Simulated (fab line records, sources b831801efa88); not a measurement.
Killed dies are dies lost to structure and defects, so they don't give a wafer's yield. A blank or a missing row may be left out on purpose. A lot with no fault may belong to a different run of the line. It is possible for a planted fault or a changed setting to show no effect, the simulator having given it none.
Which tool is to blame? :: flow gf180mcu :: 13 lots, 39 wafers sampled, at 4 steps of a route of 602

== WHAT THE GAUGES READ, wafer by wafer ==
GF_HV_LDD_CD_MEAS_07: target cd 400 nm. Usual: cdNm reads 400.3 nm (standard deviation 2.2).
lot: L824
measured: day 9 20:36
on: cdSem-01
cdNm (nm): 401.7 401.8 401.6
flag: 

lot: L825
measured: day 10 02:32
on: cdSem-01
cdNm (nm): 398.9 400.0 402.3
flag: 

lot: L826
measured: day 10 13:12
on: cdSem-01
cdNm (nm): 401.2 399.5 402.0
flag: 

lot: L827
measured: day 10 15:42
on: cdSem-02
cdNm (nm): 402.4 400.5 400.8
flag: 

lot: L828
measured: day 11 04:29
on: cdSem-02
cdNm (nm): 398.4 402.7 400.9
flag: 

lot: L830
measured: day 11 18:21
on: cdSem-02
cdNm (nm): 401.3 404.9 404.2
flag: 

lot: L831
measured: day 11 23:30
on: cdSem-02
cdNm (nm): 400.3 401.4 402.6
flag: 

lot: L832
measured: day 12 07:12
on: cdSem-02
cdNm (nm): 399.7 399.0 401.5
flag: 

lot: L834
measured: day 12 20:54
on: cdSem-02
cdNm (nm): 396.5 400.6 399.8
flag: 

lot: L836
measured: day 13 14:38
on: cdSem-02
cdNm (nm): 400.3 400.6 401.9
flag: 

lot: L838
measured: day 14 08:12
on: cdSem-02
cdNm (nm): 397.5 397.0 399.4
flag: 

lot: L839
measured: day 14 23:56
on: cdSem-01
cdNm (nm): 397.8 398.1 395.4
flag: 

lot: L847
measured: day 16 23:16
on: cdSem-02
cdNm (nm): 400.9 400.7 402.1
flag: 

GF_NSD_CD_MEAS_07: target cd 400 nm. Usual: cdNm reads 400.3 nm (standard deviation 2.6).
lot: L824
measured: day 13 03:23
on: cdSem-02
cdNm (nm): 401.5 400.9 403.2
flag: 

lot: L825
measured: day 13 09:38
on: cdSem-02
cdNm (nm): 401.0 401.1 401.0
flag: 

lot: L826
measured: day 13 20:55
on: cdSem-02
cdNm (nm): 402.0 401.4 401.7
flag: 

lot: L827
measured: day 14 01:29
on: cdSem-02
cdNm (nm): 401.7 400.6 401.0
flag: 

lot: L828
measured: day 14 15:09
on: cdSem-02
cdNm (nm): 397.9 399.3 400.9
flag: 

lot: L830
measured: day 15 07:39
on: cdSem-02
cdNm (nm): 402.8 399.5 400.7
flag: 

lot: L831
measured: day 15 14:52
on: cdSem-01
cdNm (nm): 404.0 404.2 403.6
flag: 

lot: L832
measured: day 15 21:25
on: cdSem-02
cdNm (nm): 399.6 398.1 398.6
flag: 

lot: L834
measured: day 16 14:40
on: cdSem-02
cdNm (nm): 395.4 395.6 392.3
flag: 

lot: L836
measured: day 17 09:08
on: cdSem-01
cdNm (nm): 400.4 400.0 402.3
flag: 

lot: L838
measured: day 18 05:25
on: cdSem-02
cdNm (nm): 399.6 398.7 402.7
flag: 

lot: L839
measured: day 18 22:36
on: cdSem-01
cdNm (nm): 398.8 396.8 398.6
flag: 

lot: L847
measured: day 21 03:25
on: cdSem-02
cdNm (nm): 405.1 406.6 405.1
flag: 

GF_PSD_CD_MEAS_07: target cd 400 nm. Usual: cdNm reads 400.7 nm (standard deviation 2.2).
lot: L824
measured: day 14 00:13
on: cdSem-02
cdNm (nm): 401.3 403.6 398.5
flag: 

lot: L825
measured: day 14 06:40
on: cdSem-02
cdNm (nm): 404.1 404.4 402.6
flag: 

lot: L826
measured: day 14 18:37
on: cdSem-02
cdNm (nm): 401.0 399.7 396.2
flag: 

lot: L827
measured: day 14 23:50
on: cdSem-01
cdNm (nm): 398.6 400.2 398.0
flag: 

lot: L828
measured: day 15 13:49
on: cdSem-01
cdNm (nm): 401.3 402.3 401.9
flag: 

lot: L830
measured: day 16 05:58
on: cdSem-01
cdNm (nm): 399.9 403.8 404.8
flag: 

lot: L831
measured: day 16 13:00
on: cdSem-02
cdNm (nm): 405.2 402.5 401.8
flag: 

lot: L832
measured: day 16 19:42
on: cdSem-02
cdNm (nm): 398.8 399.5 399.5
flag: 

lot: L834
measured: day 17 14:14
on: cdSem-02
cdNm (nm): 402.2 400.4 400.7
flag: 

lot: L836
measured: day 18 08:34
on: cdSem-02
cdNm (nm): 399.9 398.1 402.1
flag: 

lot: L838
measured: day 19 05:48
on: cdSem-01
cdNm (nm): 400.4 401.0 399.6
flag: 

lot: L839
measured: day 19 23:48
on: cdSem-02
cdNm (nm): 398.0 398.7 399.1
flag: 

lot: L847
measured: day 22 03:12
on: cdSem-02
cdNm (nm): 402.9 401.4 400.8
flag: 

== TOOL THAT RAN EACH LOT (tool first, then ch and the chambers of the sampled wafers, then the start) ==
lot: L824
GF_HV_LDD_ETCHBACK_58: rieDiel-04 ch 0,2, day 12 07:53

lot: L825
GF_HV_LDD_ETCHBACK_58: rieDiel-04 ch 1,2,3, day 12 14:34

lot: L826
GF_HV_LDD_ETCHBACK_58: rieDiel-04 ch 1,2,3, day 13 01:29

lot: L827
GF_HV_LDD_ETCHBACK_58: rieDiel-04 ch 2,3, day 13 05:01

lot: L828
GF_HV_LDD_ETCHBACK_58: rieDiel-04 ch 1,2, day 13 18:27

lot: L830
GF_HV_LDD_ETCHBACK_58: rieDiel-03 ch 0,1, day 14 10:40

lot: L831
GF_HV_LDD_ETCHBACK_58: rieDiel-04 ch 1,2,3, day 14 17:22

lot: L832
GF_HV_LDD_ETCHBACK_58: rieDiel-01 ch 1,3, day 15 00:15

lot: L834
GF_HV_LDD_ETCHBACK_58: rieDiel-03 ch 1,3, day 15 16:46

lot: L836
GF_HV_LDD_ETCHBACK_58: rieDiel-01 ch 0,1, day 16 10:03

lot: L838
GF_HV_LDD_ETCHBACK_58: rieDiel-03 ch 2,3, day 17 06:10

lot: L839
GF_HV_LDD_ETCHBACK_58: rieDiel-01 ch 0,1,2, day 17 23:13

lot: L847
GF_HV_LDD_ETCHBACK_58: rieDiel-01 ch 0,2,3, day 20 03:35
- GF_HV_LDD_ETCHBACK_58: etches Si3N4 in CH3F/O2, stops on SiO2, time 100 s, target depth 90 nm.

== AS READ BY THE TOOLS THEMSELVES (means over the sampled wafers that have a number; for cases with no such wafer, the mark the record gives instead) ==
GF_HV_LDD_ETCHBACK_58. Usual: drypumpMotorCurrentA 5.7 A, standard deviation 0.35; oesProductAu 0.842 a.u., standard deviation 0.0055; rfFwdPowerW 397.6 W, standard deviation 1.3; throttleValvePct 10.562 %, standard deviation 0.0092.
lot: L824
tool: rieDiel-04
drypumpMotorCurrentA (A): 5.9
oesProductAu (a.u.): 0.843
rfFwdPowerW (W): 397.1
throttleValvePct (%): 10.560
flag: 

lot: L825
tool: rieDiel-04
drypumpMotorCurrentA (A): 5.7
oesProductAu (a.u.): 0.840
rfFwdPowerW (W): 397.3
throttleValvePct (%): 10.560
flag: 

lot: L826
tool: rieDiel-04
drypumpMotorCurrentA (A): 5.7
oesProductAu (a.u.): 0.846
rfFwdPowerW (W): 395.8
throttleValvePct (%): 10.566
flag: 

lot: L827
tool: rieDiel-04
drypumpMotorCurrentA (A): 5.9
oesProductAu (a.u.): 0.844
rfFwdPowerW (W): 396.4
throttleValvePct (%): 10.565
flag: 

lot: L828
tool: rieDiel-04
drypumpMotorCurrentA (A): 5.8
oesProductAu (a.u.): 0.844
rfFwdPowerW (W): 396.8
throttleValvePct (%): 10.559
flag: 

lot: L830
tool: rieDiel-03
drypumpMotorCurrentA (A): 6.0
oesProductAu (a.u.): 0.844
rfFwdPowerW (W): 398.4
throttleValvePct (%): 10.564
flag: 

lot: L831
tool: rieDiel-04
drypumpMotorCurrentA (A): 5.7
oesProductAu (a.u.): 0.849
rfFwdPowerW (W): 397.2
throttleValvePct (%): 10.568
flag: 

lot: L832
tool: rieDiel-01
drypumpMotorCurrentA (A): 5.5
oesProductAu (a.u.): 0.841
rfFwdPowerW (W): 397.8
throttleValvePct (%): 10.559
flag: 

lot: L834
tool: rieDiel-03
drypumpMotorCurrentA (A): 5.9
oesProductAu (a.u.): 0.836
rfFwdPowerW (W): 399.3
throttleValvePct (%): 10.556
flag: 

lot: L836
tool: rieDiel-01
drypumpMotorCurrentA (A): 5.9
oesProductAu (a.u.): 0.843
rfFwdPowerW (W): 397.5
throttleValvePct (%): 10.565
flag: 

lot: L838
tool: rieDiel-03
drypumpMotorCurrentA (A): 5.4
oesProductAu (a.u.): 0.843
rfFwdPowerW (W): 397.3
throttleValvePct (%): 10.566
flag: 

lot: L839
tool: rieDiel-01
drypumpMotorCurrentA (A): 5.7
oesProductAu (a.u.): 0.841
rfFwdPowerW (W): 398.3
throttleValvePct (%): 10.569
flag: 

lot: L847
tool: rieDiel-01
drypumpMotorCurrentA (A): 5.8
oesProductAu (a.u.): 0.847
rfFwdPowerW (W): 450.7
throttleValvePct (%): 10.563
flag: OFF

== THE ANSWER, worked out from the rows above alone ==
Rule: a lot is off if the mean of its wafers that have a number lies more than 3 standard deviations from the usual mean. A lot without any number at a reading at which 4 lots or more have one is off too. All remaining lots with rows at the step are treated as sound. First the gauges in route order, then the tools' own readings, where a lot's mean is used as printed above. The first step at which some lot is off is used, and at that step the reading that is off furthest; a lot without a number counts as furthest.
Off, at GF_HV_LDD_ETCHBACK_58 on rfFwdPowerW: L847.
A tool fits if, at that step or a process step before it, it ran every lot that is off, and no sound lot after the first of them. One fits: GF_HV_LDD_ETCHBACK_58 on rieDiel-01. Its last sound lot is L839 (day 17 23:13), its first lot that is off L847 (day 20 03:35): a fault that began between those two fits.
The tool's own readings at GF_HV_LDD_ETCHBACK_58 bear it out: on the lots that are off they differ by more than 5 times the standard deviation of the sound lots' means. rfFwdPowerW reads 450.7 W there against 397.4 W on the sound lots.

== WHAT THE SIMULATOR PUT IN ==
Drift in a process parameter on rieDiel-01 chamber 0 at GF_HV_LDD_ETCHBACK_58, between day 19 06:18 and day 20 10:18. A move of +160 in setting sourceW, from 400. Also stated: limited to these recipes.
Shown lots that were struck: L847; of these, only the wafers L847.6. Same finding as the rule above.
